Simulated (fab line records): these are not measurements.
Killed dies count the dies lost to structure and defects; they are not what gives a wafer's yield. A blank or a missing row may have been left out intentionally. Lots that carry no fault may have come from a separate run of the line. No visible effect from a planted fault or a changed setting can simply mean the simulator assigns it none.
fab line records -- flow gf180mcu
[record] lots = 14, wafers = 42, last-day = 34
route steps=602 shown MIM@507 M5@534
lots that met no fault: taken from a fault-free run of the same line
start-h: hours from the record's opening day to when the first of the lot's shown wafers began -- wait-h: hours from the lot's prior step to this one -- " as in the row above -- L1.1+2: a row that stands for several wafers -- - no value, or no start was given -- * or withheld: withheld -- < > ~ a bound
route shown NAME@n: NAME is a module with steps in the file, n the number in the route of the first one -- usual: the fault-free wafers' mean and standard deviation -- same: alike in all rows -- chamber/n: place in a boat -- sites: per-site readings -- _std_site: how widely they spread, as a standard deviation -- _edge_site: the outer-site mean with the inner-site mean subtracted -- radius-mm: for every site, how far away it sits from the centre of the wafer -- mask NAME#n: copy n -- behind: the tool/chamber that last shaped the wafer -- hold: the reason the lot was held/the length of the hold in hours/how it ended -- device: the n, p or np transistor that did not switch -- end of line: the same wafers' tests at the end of the route -- where a step has no rows: the recipe by itself -- killed: at the first sort, the dies lost to defects and structure; wafer yield is something else -- map: shows each die of a wafer: x if killed, . if not, _ if none is there
set.NAME: the setting that was run; set.NAME@STEP: the one run at that earlier step -- model.NAME: the simulator's own value behind a step, which no gauge read
the route's steps for a sample of lots (tables are steps, rows are wafers)
services: the hour from which a tool's chamber was out of use, counted from the record's first day as start-h (under 0 if before that day), plus the number of hours and why
[[steps]]
[step GF_MIM_SPUTTER_04]
[recipe] material = TiN, target-thk-nm = 50, power-w = 6500, time-s = 41.7, chamber-pressure-pa = 0.4
[usual] cathode-dc-power-W = 6499.9/1.1, chamber-pressure-pa = 0.4000/0.00079, throttle-valve-pct = 30.0/0.78
lot.wafer,tool,chamber,start-h,wait-h,cathode-dc-power-W,chamber-pressure-pa,throttle-valve-pct
L216.1,pvd-sputter-04,-,562.48,0.0,6499.9,0.4016,31.0
L216.4,pvd-sputter-04,-,562.48,0.0,6501.3,0.4001,29.3
L216.6,pvd-sputter-04,-,562.48,0.0,6500.4,0.4005,31.0
L219.2,pvd-sputter-03,-,589.01,0.0,6500.6,0.3999,29.6
L219.3,pvd-sputter-03,-,589.01,0.0,6500.1,0.4001,29.4
L219.5,pvd-sputter-03,-,589.01,0.0,6502.9,0.4005,29.7
L220.1,pvd-sputter-03,-,596.67,0.0,6500.1,0.4008,30.6
L220.4,pvd-sputter-03,-,596.67,0.0,6500.9,0.4002,29.6
L220.5,pvd-sputter-03,-,596.67,0.0,6497.2,0.3999,29.8
L221.3,pvd-sputter-01,-,605.61,0.0,6500.4,0.4008,31.2
L221.4,pvd-sputter-01,-,605.61,0.0,6497.8,0.4004,30.2
L221.6,pvd-sputter-01,-,605.61,0.0,6498.7,0.4006,30.4
L224.2,pvd-sputter-04,-,623.02,0.0,6499.8,0.4007,30.2
L224.3,pvd-sputter-04,-,623.02,0.0,6499.5,0.3996,30.9
L224.4,pvd-sputter-04,-,623.02,0.0,6498.0,0.4020,29.0
L225.2,pvd-sputter-03,-,635.11,0.0,6500.6,0.3997,31.1
L225.4,pvd-sputter-03,-,635.11,0.0,6501.3,0.4010,29.4
L225.6,pvd-sputter-03,-,635.11,0.0,6499.5,0.4001,30.9
L226.2,pvd-sputter-04,-,643.42,0.0,6500.7,0.3995,30.4
L226.5,pvd-sputter-04,-,643.42,0.0,6499.9,0.4017,30.6
L226.6,pvd-sputter-04,-,643.42,0.0,6498.8,0.4014,30.4
L229.3,pvd-sputter-01,-,663.79,0.0,6499.6,0.3997,31.0
L229.5,pvd-sputter-01,-,663.79,0.0,6501.0,0.3992,28.7
L229.6,pvd-sputter-01,-,663.79,0.0,6499.3,0.4008,30.3
L230.1,pvd-sputter-03,-,670.82,0.0,6501.0,0.3988,29.4
L230.2,pvd-sputter-03,-,670.82,0.0,6499.2,0.3994,30.3
L230.5,pvd-sputter-03,-,670.82,0.0,6499.8,0.3991,29.5
L231.1,pvd-sputter-04,-,681.31,0.0,6499.8,0.3988,29.0
L231.2,pvd-sputter-04,-,681.31,0.0,6501.4,0.3991,30.4
L231.3,pvd-sputter-04,-,681.31,0.0,6499.8,0.4009,30.5
L232.2,pvd-sputter-04,-,684.43,0.0,6500.5,0.3991,29.2
L232.4,pvd-sputter-04,-,684.43,0.0,6500.9,0.4006,30.3
L232.5,pvd-sputter-04,-,684.43,0.0,6501.7,0.4001,30.6
L234.1,pvd-sputter-03,-,697.78,0.0,6500.8,0.4010,30.5
L234.2,pvd-sputter-03,-,697.78,0.0,6499.8,0.3999,30.9
L234.5,pvd-sputter-03,-,697.78,0.0,6499.5,0.3996,30.7
L235.1,pvd-sputter-03,-,703.14,0.0,6500.0,0.4004,30.6
L235.3,pvd-sputter-03,-,703.14,0.0,6499.1,0.3999,29.2
L235.4,pvd-sputter-03,-,703.14,0.0,6498.5,0.4003,29.5
L238.1,pvd-sputter-01,-,731.26,0.0,6498.7,0.3999,29.4
L238.3,pvd-sputter-01,-,731.26,0.0,6498.2,0.4004,30.5
L238.5,pvd-sputter-01,-,731.26,0.0,6500.1,0.4009,28.1
[step GF_MIM_SPUTTER_08]
[recipe] material = AlCu, target-thk-nm = 200, power-w = 10600, time-s = 10.6, chamber-pressure-pa = 0.4
[usual] cathode-dc-power-W = 10600/1.8, chamber-pressure-pa = 0.4000/0.00081, throttle-valve-pct = 30.2/0.75
lot.wafer,tool,chamber,start-h,wait-h,cathode-dc-power-W,chamber-pressure-pa,throttle-valve-pct
L216.1,pvd-sputter-03,-,562.66,0.0,10600,0.4001,30.9
L216.4,pvd-sputter-03,-,562.66,0.0,10601,0.4009,29.8
L216.6,pvd-sputter-03,-,562.66,0.0,10599,0.4001,29.5
L219.2,pvd-sputter-03,-,589.19,0.0,10600,0.4011,30.9
L219.3,pvd-sputter-03,-,589.19,0.0,10603,0.4003,29.5
L219.5,pvd-sputter-03,-,589.19,0.0,10597,0.3998,30.8
L220.1,pvd-sputter-04,-,596.85,0.0,10601,0.3998,29.5
L220.4,pvd-sputter-04,-,596.85,0.0,10604,0.4007,30.9
L220.5,pvd-sputter-04,-,596.85,0.0,10601,0.4010,29.2
L221.3,pvd-sputter-04,-,605.79,0.0,10598,0.4008,31.0
L221.4,pvd-sputter-04,-,605.79,0.0,10603,0.3988,30.2
L221.6,pvd-sputter-04,-,605.79,0.0,10600,0.3990,30.8
L224.2,pvd-sputter-01,-,623.20,0.0,-,-,-
L224.3,pvd-sputter-01,-,623.20,0.0,-,-,-
L224.4,pvd-sputter-01,-,623.20,0.0,-,-,-
L225.2,pvd-sputter-01,-,635.29,0.0,-,-,-
L225.4,pvd-sputter-01,-,635.29,0.0,-,-,-
L225.6,pvd-sputter-01,-,635.29,0.0,-,-,-
L226.2,pvd-sputter-01,-,643.60,0.0,10597,0.3997,31.4
L226.5,pvd-sputter-01,-,643.60,0.0,10600,0.3985,29.3
L226.6,pvd-sputter-01,-,643.60,0.0,10600,0.4003,31.5
L229.3,pvd-sputter-03,-,663.97,0.0,10601,0.4003,29.3
L229.5,pvd-sputter-03,-,663.97,0.0,10599,0.3982,30.7
L229.6,pvd-sputter-03,-,663.97,0.0,10597,0.4006,29.9
L230.1,pvd-sputter-04,-,671.00,0.0,10599,0.4000,30.2
L230.2,pvd-sputter-04,-,671.00,0.0,10600,0.4013,29.0
L230.5,pvd-sputter-04,-,671.00,0.0,10599,0.4010,31.1
L231.1,pvd-sputter-01,-,681.49,0.0,10598,0.3997,30.3
L231.2,pvd-sputter-01,-,681.49,0.0,10598,0.4005,28.0
L231.3,pvd-sputter-01,-,681.49,0.0,10598,0.4001,29.6
L232.2,pvd-sputter-03,-,684.61,0.0,10600,0.3988,30.9
L232.4,pvd-sputter-03,-,684.61,0.0,10605,0.4013,30.4
L232.5,pvd-sputter-03,-,684.61,0.0,10600,0.4000,29.8
L234.1,pvd-sputter-04,-,697.96,0.0,10597,0.4004,30.3
L234.2,pvd-sputter-04,-,697.96,0.0,10598,0.3998,31.0
L234.5,pvd-sputter-04,-,697.96,0.0,10602,0.4008,30.5
L235.1,pvd-sputter-04,-,703.32,0.0,10598,0.3998,30.8
L235.3,pvd-sputter-04,-,703.32,0.0,10597,0.4000,30.7
L235.4,pvd-sputter-04,-,703.32,0.0,10600,0.3993,29.3
L238.1,pvd-sputter-04,-,731.43,0.0,10598,0.4005,30.2
L238.3,pvd-sputter-04,-,731.43,0.0,10600,0.4000,30.5
L238.5,pvd-sputter-04,-,731.43,0.0,10598,0.4005,30.7
[step GF_MIM_RS_MEAS_10]
[recipe] thk-meas-gauge = four-point-probe, reads = TiN_of_MIM_SPUTTER_09+AlCu_of_MIM_SPUTTER_08+TiN_of_MIM_SPUTTER_07
[usual] MIM_ALCU_RS = 0.1595/0.0019
lot.wafer,tool,chamber,start-h,wait-h,MIM_ALCU_RS[ohm/sq]
L216.1,film-metro-02,-,562.72,0.0,0.1566
L216.4,film-metro-02,-,562.72,0.0,0.1552
L216.6,film-metro-02,-,562.72,0.0,0.1563
L219.2,film-metro-02,-,589.27,0.0,0.1568
L219.3,film-metro-02,-,589.27,0.0,0.1551
L219.5,film-metro-02,-,589.27,0.0,0.1558
L220.1,film-metro-02,-,596.90,0.0,0.1605
L220.4,film-metro-02,-,596.90,0.0,0.1607
L220.5,film-metro-02,-,596.90,0.0,0.1610
L221.3,film-metro-04,-,605.89,0.1,0.1616
L221.4,film-metro-04,-,605.89,0.1,0.1579
L221.6,film-metro-04,-,605.89,0.1,0.1605
L224.2,film-metro-04,-,623.29,0.0,9.2783
L224.3,film-metro-04,-,623.29,0.0,9.3618
L224.4,film-metro-04,-,623.29,0.0,9.1965
L225.2,film-metro-01,-,635.36,0.0,9.3611
L225.4,film-metro-01,-,635.36,0.0,9.2440
L225.6,film-metro-01,-,635.36,0.0,9.3291
L226.2,film-metro-04,-,643.68,0.0,0.1584
L226.5,film-metro-04,-,643.68,0.0,0.1598
L226.6,film-metro-04,-,643.68,0.0,0.1598
L229.3,film-metro-02,-,664.06,0.1,0.1581
L229.5,film-metro-02,-,664.06,0.1,0.1585
L229.6,film-metro-02,-,664.06,0.1,0.1600
L230.1,film-metro-04,-,671.05,0.0,0.1566
L230.2,film-metro-04,-,671.05,0.0,0.1595
L230.5,film-metro-04,-,671.05,0.0,0.1590
L231.1,film-metro-04,-,681.54,0.0,0.1609
L231.2,film-metro-04,-,681.54,0.0,0.1606
L231.3,film-metro-04,-,681.54,0.0,0.1600
L232.2,film-metro-02,-,684.68,0.0,0.1599
L232.4,film-metro-02,-,684.68,0.0,0.1583
L232.5,film-metro-02,-,684.68,0.0,0.1606
L234.1,film-metro-04,-,698.01,0.0,0.1596
L234.2,film-metro-04,-,698.01,0.0,0.1618
L234.5,film-metro-04,-,698.01,0.0,0.1588
L235.1,film-metro-02,-,703.37,0.0,0.1627
L235.3,film-metro-02,-,703.37,0.0,0.1608
L235.4,film-metro-02,-,703.37,0.0,0.1597
L238.1,film-metro-01,-,731.49,0.0,0.1574
L238.3,film-metro-01,-,731.49,0.0,0.1611
L238.5,film-metro-01,-,731.49,0.0,0.1622
[step GF_MIM_THK_MEAS_11]
[recipe] thk-meas-gauge = xrf, reads = AlCu_of_MIM_SPUTTER_08
[usual] MIM_ALCU_THK = 204.3/2.8
lot.wafer,tool,chamber,start-h,wait-h,MIM_ALCU_THK[nm]
L216.1,film-metro-02,-,562.84,0.1,207.3
L216.4,film-metro-02,-,562.84,0.1,208.2
L216.6,film-metro-02,-,562.84,0.1,208.7
L219.2,film-metro-02,-,589.38,0.1,208.7
L219.3,film-metro-02,-,589.38,0.1,210.6
L219.5,film-metro-02,-,589.38,0.1,209.8
L220.1,film-metro-02,-,597.02,0.1,204.3
L220.4,film-metro-02,-,597.02,0.1,203.0
L220.5,film-metro-02,-,597.02,0.1,203.7
L221.3,film-metro-04,-,605.99,0.1,201.1
L221.4,film-metro-04,-,605.99,0.1,204.2
L221.6,film-metro-04,-,605.99,0.1,201.9
L224.2,film-metro-04,-,623.40,0.1,<0.3
L224.3,film-metro-04,-,623.40,0.1,<0.3
L224.4,film-metro-04,-,623.40,0.1,<0.3
L225.2,film-metro-01,-,635.47,0.1,<0.4
L225.4,film-metro-01,-,635.47,0.1,<0.4
L225.6,film-metro-01,-,635.47,0.1,<0.4
L226.2,film-metro-04,-,643.79,0.1,205.9
L226.5,film-metro-04,-,643.79,0.1,204.2
L226.6,film-metro-04,-,643.79,0.1,202.5
L229.3,film-metro-02,-,664.16,0.1,207.8
L229.5,film-metro-02,-,664.16,0.1,207.4
L229.6,film-metro-02,-,664.16,0.1,205.5
L230.1,film-metro-04,-,671.17,0.1,210.3
L230.2,film-metro-04,-,671.17,0.1,204.3
L230.5,film-metro-04,-,671.17,0.1,206.0
L231.1,film-metro-04,-,681.66,0.1,199.8
L231.2,film-metro-04,-,681.66,0.1,202.2
L231.3,film-metro-04,-,681.66,0.1,201.4
L232.2,film-metro-02,-,684.79,0.1,205.2
L232.4,film-metro-02,-,684.79,0.1,207.0
L232.5,film-metro-02,-,684.79,0.1,204.0
L234.1,film-metro-04,-,698.13,0.1,204.9
L234.2,film-metro-04,-,698.13,0.1,200.8
L234.5,film-metro-04,-,698.13,0.1,204.7
L235.1,film-metro-02,-,703.49,0.1,200.8
L235.3,film-metro-02,-,703.49,0.1,203.6
L235.4,film-metro-02,-,703.49,0.1,205.2
L238.1,film-metro-01,-,731.61,0.1,204.7
L238.3,film-metro-01,-,731.61,0.1,201.0
L238.5,film-metro-01,-,731.61,0.1,200.6
[step GF_MIM_METAL_ETCH_19]
[recipe] chemistry = Cl2/BCl3, mask-material = NOVOLAK, stop-on = Si3N4, target-depth-nm = 324.5, pressure-mtorr = 8, icp-w = 800, bias-w = 140, Cl2_flow_sccm = 80, bcl3-flow-sccm = 40, time-s = 54.1
[usual] drypump-motor-current-A = 5.7/0.33, oes-product-au = 0.943/0.0058, throttle-valve-pct = 28.282/0.01
lot.wafer,tool,chamber,start-h,wait-h,drypump-motor-current-A,oes-product-au,rf-hours-counter-h,throttle-valve-pct
L216.1,rie-metal-03,0,584.78,0.1,5.7,0.943,6,28.268
L216.4,rie-metal-03,0,584.78,0.1,5.7,0.945,-,28.274
L216.6,rie-metal-03,0,584.78,0.1,5.7,0.951,-,28.268
L219.2,rie-metal-01,0,609.72,0.1,6.2,0.946,12,28.295
L219.3,rie-metal-01,0,609.72,0.1,6.2,0.956,-,28.255
L219.5,rie-metal-01,0,609.72,0.1,6.2,0.955,-,28.269
L220.1,rie-metal-04,0,617.22,0.1,5.7,0.940,2,28.285
L220.4,rie-metal-04,1,617.22,0.1,5.8,0.941,-,28.299
L220.5,rie-metal-04,1,617.22,0.1,5.8,0.935,-,28.288
L221.3,rie-metal-04,0,626.30,0.1,5.7,0.938,-,28.288
L221.4,rie-metal-04,1,626.30,0.1,5.8,0.938,-,28.290
L221.6,rie-metal-04,0,626.30,0.1,5.7,0.941,-,28.291
L224.2,rie-metal-03,0,643.72,0.1,5.6,0.994,8,28.211
L224.3,rie-metal-03,0,643.72,0.1,5.7,0.997,-,28.233
L224.4,rie-metal-03,1,643.72,0.1,5.7,0.986,-,28.244
L225.2,rie-metal-01,1,654.79,0.1,5.0,0.989,-,28.243
L225.4,rie-metal-01,1,654.79,0.1,5.0,0.990,-,28.239
L225.6,rie-metal-01,1,654.79,0.1,5.0,0.983,-,28.237
L226.2,rie-metal-03,0,662.07,0.1,5.6,0.944,9,28.288
L226.5,rie-metal-03,1,662.07,0.1,5.7,0.939,-,28.288
L226.6,rie-metal-03,0,662.07,0.1,5.6,0.939,-,28.279
L229.3,rie-metal-01,1,683.24,0.1,5.0,0.944,-,28.280
L229.5,rie-metal-01,1,683.24,0.1,5.0,0.948,-,28.272
L229.6,rie-metal-01,0,683.24,0.1,6.2,0.940,-,28.289
L230.1,rie-metal-04,1,689.72,0.1,5.8,0.941,10,28.288
L230.2,rie-metal-04,0,689.72,0.1,5.7,0.941,3,28.285
L230.5,rie-metal-04,1,689.72,0.1,5.8,0.945,-,28.288
L231.1,rie-metal-04,0,700.32,0.1,5.7,0.940,3,28.272
L231.2,rie-metal-04,1,700.32,0.1,5.8,0.945,10,28.281
L231.3,rie-metal-04,0,700.32,0.1,5.7,0.942,-,28.292
L232.2,rie-metal-03,1,703.57,0.1,5.7,0.942,4,28.299
L232.4,rie-metal-03,0,703.57,0.1,5.6,0.947,-,28.270
L232.5,rie-metal-03,1,703.57,0.1,5.7,0.941,-,28.273
L234.1,rie-metal-04,1,715.42,0.1,5.8,0.947,10,28.282
L234.2,rie-metal-04,0,715.42,0.1,5.7,0.935,4,28.287
L234.5,rie-metal-04,0,715.42,0.1,5.7,0.948,-,28.282
L235.1,rie-metal-01,0,719.92,0.1,6.2,0.930,2,28.279
L235.3,rie-metal-01,0,719.92,0.1,6.2,0.945,-,28.279
L235.4,rie-metal-01,1,719.92,0.1,5.0,0.941,-,28.280
L238.1,rie-metal-04,1,747.62,0.1,5.8,0.940,12,28.282
L238.3,rie-metal-04,0,747.62,0.1,5.7,0.936,-,28.277
L238.5,rie-metal-04,1,747.62,0.1,5.8,0.931,-,28.284
[step GF_M5_OVL_MEAS_08]
[usual] M5_OVL = 1/5.9
lot.wafer,tool,chamber,start-h,wait-h,M5_OVL[nm]
L216.1,overlay-01,-,606.25,0.1,4
L216.4,overlay-01,-,606.25,0.1,-5
L216.6,overlay-01,-,606.25,0.1,-7
L219.2,overlay-01,-,630.70,0.1,1
L219.3,overlay-01,-,630.70,0.1,7
L219.5,overlay-01,-,630.70,0.1,8
L220.1,overlay-01,-,638.24,0.1,15
L220.4,overlay-01,-,638.24,0.1,2
L220.5,overlay-01,-,638.24,0.1,3
L221.3,overlay-02,-,647.11,0.1,7
L221.4,overlay-02,-,647.11,0.1,4
L221.6,overlay-02,-,647.11,0.1,-8
L226.2,overlay-01,-,681.56,0.1,7
L226.5,overlay-01,-,681.56,0.1,1
L226.6,overlay-01,-,681.56,0.1,1
L229.3,overlay-02,-,702.20,0.1,16
L229.5,overlay-02,-,702.20,0.1,14
L229.6,overlay-02,-,702.20,0.1,1
L230.1,overlay-01,-,708.64,0.1,0
L230.2,overlay-01,-,708.64,0.1,-6
L230.5,overlay-01,-,708.64,0.1,-1
L231.1,overlay-02,-,718.84,0.1,0
L231.2,overlay-02,-,718.84,0.1,7
L231.3,overlay-02,-,718.84,0.1,7
L232.2,overlay-01,-,721.10,0.1,-5
L232.4,overlay-01,-,721.10,0.1,-10
L232.5,overlay-01,-,721.10,0.1,10
L234.1,overlay-01,-,733.64,0.1,1
L234.2,overlay-01,-,733.64,0.1,0
L234.5,overlay-01,-,733.64,0.1,-1
L235.1,overlay-02,-,737.95,0.1,4
L235.3,overlay-02,-,737.95,0.1,12
L235.4,overlay-02,-,737.95,0.1,1
L238.1,overlay-02,-,764.14,0.1,5
L238.3,overlay-02,-,764.14,0.1,-7
L238.5,overlay-02,-,764.14,0.1,-4
[step GF_M5_METAL_ETCH_10]
[recipe] chemistry = Cl2/BCl3, mask-material = KrF, target-depth-nm = 627.5, stop-on = SiO2, pressure-mtorr = 8, icp-w = 800, bias-w = 140, Cl2_flow_sccm = 80, bcl3-flow-sccm = 40, time-s = 104.6
[usual] drypump-motor-current-A = 5.86/0.22, oes-product-au = 0.973/0.0077, throttle-valve-pct = 28.248/0.011
lot.wafer,tool,chamber,start-h,wait-h,drypump-motor-current-A,oes-product-au,rf-hours-counter-h,throttle-valve-pct
L216.1,rie-metal-02,0,606.31,0.0,6.06,0.984,1,28.234
L216.4,rie-metal-02,1,606.31,0.0,6.26,0.963,-,28.266
L216.6,rie-metal-02,0,606.31,0.0,6.05,0.978,-,28.231
L219.2,rie-metal-03,0,630.75,0.0,5.68,0.972,8,28.258
L219.3,rie-metal-03,1,630.75,0.0,5.77,0.962,-,28.280
L219.5,rie-metal-03,0,630.75,0.0,5.67,0.964,-,28.251
L220.1,rie-metal-02,0,638.30,0.0,6.05,0.996,2,28.240
L220.4,rie-metal-02,1,638.30,0.0,6.19,0.960,-,28.263
L220.5,rie-metal-02,1,638.30,0.0,6.24,0.960,-,28.258
L221.3,rie-metal-02,0,647.20,0.0,6.08,0.965,-,28.256
L221.4,rie-metal-02,1,647.20,0.0,6.28,0.962,-,28.254
L221.6,rie-metal-02,0,647.20,0.0,6.07,0.972,-,28.258
L226.2,rie-metal-03,0,681.61,0.0,5.66,0.978,10,28.253
L226.5,rie-metal-03,0,681.61,0.0,5.66,0.967,-,28.252
L226.6,rie-metal-03,1,681.61,0.0,5.70,0.973,-,28.245
L229.3,rie-metal-04,0,702.29,0.0,5.68,0.966,-,28.250
L229.5,rie-metal-04,1,702.29,0.0,5.79,0.974,-,28.251
L229.6,rie-metal-04,0,702.29,0.0,5.67,0.967,-,28.233
L230.1,rie-metal-02,0,708.70,0.0,6.06,0.986,5,28.237
L230.2,rie-metal-02,1,708.70,0.0,6.20,0.974,14,28.256
L230.5,rie-metal-02,1,708.70,0.0,6.21,0.968,-,28.258
L231.1,rie-metal-02,0,718.90,0.0,6.06,0.968,6,28.268
L231.2,rie-metal-02,1,718.90,0.0,6.23,0.971,15,28.257
L231.3,rie-metal-02,1,718.90,0.0,6.26,0.970,-,28.250
L232.2,rie-metal-04,1,721.15,0.0,5.76,0.967,11,28.237
L232.4,rie-metal-04,0,721.15,0.0,5.66,0.980,-,28.221
L232.5,rie-metal-04,1,721.15,0.0,5.78,0.973,-,28.238
L234.1,rie-metal-04,0,733.70,0.0,5.68,0.978,5,28.231
L234.2,rie-metal-04,1,733.70,0.0,5.76,0.981,11,28.244
L234.5,rie-metal-04,0,733.70,0.0,5.68,0.972,-,28.239
L235.1,rie-metal-04,1,738.01,0.0,5.78,0.974,11,28.237
L235.3,rie-metal-04,1,738.01,0.0,5.77,0.975,-,28.247
L235.4,rie-metal-04,0,738.01,0.0,5.67,0.971,-,28.246
L238.1,rie-metal-02,0,764.20,0.0,6.07,0.977,9,28.247
L238.3,rie-metal-02,0,764.20,0.0,6.09,0.953,-,28.246
L238.5,rie-metal-02,1,764.20,0.0,6.25,0.972,-,28.270
[[services]]
tool,chamber,start-h,hours,kind
rie-metal-04,0,541.50,-,clean
rie-metal-04,0,541.50,11.7,scheduled-down
rie-metal-04,0,541.50,11.7,vent-cycle
pvd-sputter-01,-,548.95,46.6,repair
rie-metal-01,-,558.94,2.8,pm
pvd-sputter-03,3,562.72,-,consumable-replace:kit
pvd-sputter-03,3,562.72,18.0,scheduled-down
pvd-sputter-03,3,562.72,18.0,vent-cycle
rie-metal-03,-,597.38,0.4,repair
rie-metal-03,-,608.94,0.2,repair
rie-metal-01,-,616.04,1.4,pm
rie-metal-01,0,624.43,4.0,repair
pvd-sputter-04,3,645.40,-,consumable-replace:kit
pvd-sputter-04,3,645.40,18.0,scheduled-down
pvd-sputter-04,3,645.40,18.0,vent-cycle
rie-metal-04,-,646.98,28.1,pm
pvd-sputter-03,2,650.65,-,consumable-replace:kit
pvd-sputter-03,2,650.65,18.0,scheduled-down
rie-metal-02,-,675.98,2.8,pm
pvd-sputter-04,-,713.02,7.0,repair
rie-metal-03,-,724.21,0.2,repair
pvd-sputter-03,-,725.57,0.7,repair
rie-metal-01,-,737.97,0.1,repair
rie-metal-01,1,756.47,19.7,repair
[[key]]
[first-sign] step = GF_MIM_SPUTTER_08, reading = tool-record, direction = missing
[effect] step = GF_MIM_RS_MEAS_10, reading = MIM_ALCU_RS, direction = up, sigmas = 99+, usual = 0.1595, struck = 9.2951
[effect] step = GF_MIM_THK_MEAS_11, reading = MIM_ALCU_THK, direction = down, sigmas = 72, usual = 204.3, struck = <0.4
[effect] step = GF_MIM_METAL_ETCH_19, reading = oes-product-au, direction = up, sigmas = 8.1, usual = 0.943, struck = 0.990
met-at GF_MIM_SPUTTER_08
struck-lots L224,L225
later-rows-left-out L224.2,L224.3,L224.4,L225.2,L225.4,L225.6
sort-left-out L224.2,L224.3,L224.4,L225.2,L225.4,L225.6
not-acting-at GF_MIM_SPUTTER_04,GF_M5_OVL_MEAS_08,GF_M5_METAL_ETCH_10
[fault] kind = skipped-step-whole, tool = pvd-sputter-01, chamber = -, onset-h = 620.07, steps = GF_MIM_SPUTTER_08, scope = struck-lots-only
// sort-left-out: the simulated sort isn't trusted on such a fault, so these wafers' sort isn't shown, and their yield isn't known
// later-rows-left-out: the simulator's readings of these wafers behind a module that went badly wrong aren't trusted and aren't shown, but for the sort
